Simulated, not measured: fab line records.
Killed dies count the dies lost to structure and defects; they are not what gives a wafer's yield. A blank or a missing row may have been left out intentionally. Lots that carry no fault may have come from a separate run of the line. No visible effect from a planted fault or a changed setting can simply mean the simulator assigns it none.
A struck lot beside a sound one || flow sky130 || 15 steps out of a route of 708
Sound: these wafers, L111.1, L111.2, L111.6. The struck wafers were L123.3, L123.4, L123.6. The cause is named last.
At each step with rows: each side's tool, then ch and its chambers, then its first start. Under that, the readings that differ: sound wafers || struck wafers || difference of the means || sigmas: that difference in standard deviations of wafers without a fault.
alike: same words and numbers on both sides, and readings whose means sit less than 2 such deviations apart. not compared: any withheld reading, any reading some wafer has no value for, any bound like >300 that may hide the same value, and any number with overlapping values for which the record gives no deviation.
A row with sigmas, a row that says differs or no value, or rows on one side alone: a step with any of these is where the two part. When numbers do not overlap yet have no deviation, they are printed without sigmas and do not part them. A reading that every wafer of one side lacks parts them only if that side has two wafers or more.

SKY_PASSIVATION_CVD_02: deposits Si3N4, target thk 540 nm.
  sound on pecvd-03 ch 0,1,2, day 45 12:01; struck on pecvd-03 ch 0,2, day 48 01:06
  alike: heater-power-outer-w, heater-power-w, susceptor-temp-C
SKY_PASSIVATION_THK_MEAS_03:
  struck on film-metro-03, day 48 01:21; sound on film-metro-03, day 45 12:14
  alike: PASSIVATION_CVD_02_THK
then, 7 steps without rows for these wafers: SKY_PASSIVATION_DEHYDRATE_04 (time 60 s); SKY_PASSIVATION_HMDS_05 (prime time 60 s); SKY_PASSIVATION_COAT_06 (resist thk 3000 nm); SKY_PASSIVATION_SOFTBAKE_07; SKY_PASSIVATION_EXPOSE_08 (exposes mask NSM, target cd 3000 nm); SKY_PASSIVATION_PEB_09; SKY_PASSIVATION_DEVELOP_10 (develop time 60 s).
SKY_PASSIVATION_ETCH_11: etches the open film in CF4/O2, stops on AlCu, target depth 725 nm, time 161.1 s.
  sound on rie-diel-01 ch 0,2, day 46 08:31; struck on rie-diel-02 ch 0,1,2, day 48 19:53
  alike: bias-w, drypump-motor-current-A, oes-product-au, throttle-valve-pct
  not compared: rf-hours-counter-h
SKY_PASSIVATION_STRIP_12: strips in O2/N2.
  sound on plasma-asher-01 ch 0,1, day 46 08:38; struck on plasma-asher-03 ch 0,1, day 48 20:01
  alike: drypump-motor-current-A, oes-product-au, strip-time-to-endpoint-s
  not compared: rf-hours-counter-h
then, 1 step without rows for these wafers: SKY_PAD_OPEN_DEHYDRATE_00 (time 60 s).
SKY_PAD_OPEN_HMDS_01: prime time 60 s.
  sound on litho-track-01 ch 0, day 46 17:52; struck on litho-track-03 ch 0, day 49 05:02
{"reading": "prime-temp-c (C)", "sound": "119.92 120.16 119.96", "struck": "112.80 112.82 112.77", "difference": -7.22, "sigmas": -60}
  alike: exhaust-pa
then, 1 step without rows for these wafers: SKY_PAD_OPEN_COAT_02 (resist thk 3000 nm).
SKY_PAD_OPEN_PROBE_99:
  only the struck wafers here have rows in the record (prober-01, day 49 16:01); the sound ones have none

WHERE THEY PART
Last at SKY_PAD_OPEN_PROBE_99 as far as this record goes, first at SKY_PAD_OPEN_HMDS_01.

WHY: the cause the simulator had injected
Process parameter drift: litho-track-03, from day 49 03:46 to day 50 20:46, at SKY_PAD_OPEN_HMDS_01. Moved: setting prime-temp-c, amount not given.
